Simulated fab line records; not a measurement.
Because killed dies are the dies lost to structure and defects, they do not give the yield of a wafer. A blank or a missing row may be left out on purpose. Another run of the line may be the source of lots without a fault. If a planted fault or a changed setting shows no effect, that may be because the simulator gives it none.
Chamber matching + flow sky130 + SKY_POLY_CUT_ETCH_10 on rie-diel-03: 4 sister chambers
The step etches BARC in N2/H2, stops on SiO2, time 45.9 s, target depth 60 nm. 4 wafers are shown with their chamber, then 12 later ones without.

== WAFERS WITH THEIR CHAMBER ==
| wafer  | chamber | drypump-motor-current-A (A) |
|--------|---------|-----------------------------|
| L083.6 | 2       | 4.8                         |
| L085.6 | 3       | 5.1                         |
| L086.5 | 0       | 5.8                         |
| L086.6 | 1       | 5.1                         |

== WAFERS WITH NO CHAMBER GIVEN ==
| wafer  | drypump-motor-current-A (A) |
|--------|-----------------------------|
| L088.1 | 5.8                         |
| L088.2 | 5.1                         |
| L088.3 | 4.8                         |
| L088.4 | 5.2                         |
| L088.5 | 5.1                         |
| L088.6 | 4.9                         |
| L091.1 | 5.1                         |
| L091.3 | 5.1                         |
| L091.4 | 5.8                         |
| L092.3 | 5.1                         |
| L092.4 | 5.2                         |
| L092.5 | 5.1                         |

== THE CHAMBER EACH PASSED THROUGH ==
| wafer  | from the rows above          | in truth |
|--------|------------------------------|----------|
| L088.1 | 0                            | 0        |
| L088.2 | can't be placed: 1 or 3      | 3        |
| L088.3 | 2                            | 2        |
| L088.4 | can't be placed: 1 or 3      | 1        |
| L088.5 | can't be placed: 1 or 3      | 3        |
| L088.6 | can't be placed: 2 or 1 or 3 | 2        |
| L091.1 | can't be placed: 1 or 3      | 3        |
| L091.3 | can't be placed: 1 or 3      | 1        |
| L091.4 | 0                            | 0        |
| L092.3 | can't be placed: 1 or 3      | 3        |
| L092.4 | can't be placed: 1 or 3      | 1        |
| L092.5 | can't be placed: 1 or 3      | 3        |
Correctly placed: 3 of 12. Not placeable from these rows: 9 (in 9, the candidates include the true chamber). Number placed wrongly: 0.
How it was worked out, from the rows above alone: a wafer's distance from a chamber is the root of the sum, over the readings, of the square of ((its reading less the chamber's mean) divided by the reading's scatter). If the next closest chamber is less than 2 further off than the closest, the wafer can't be placed; otherwise it belongs to the closest. Each chamber's mean is taken over the wafers shown for it. The scatter (one wafer shown for each chamber): square how far every hidden wafer sits from the nearest shown wafer, average those squares and take the square root.
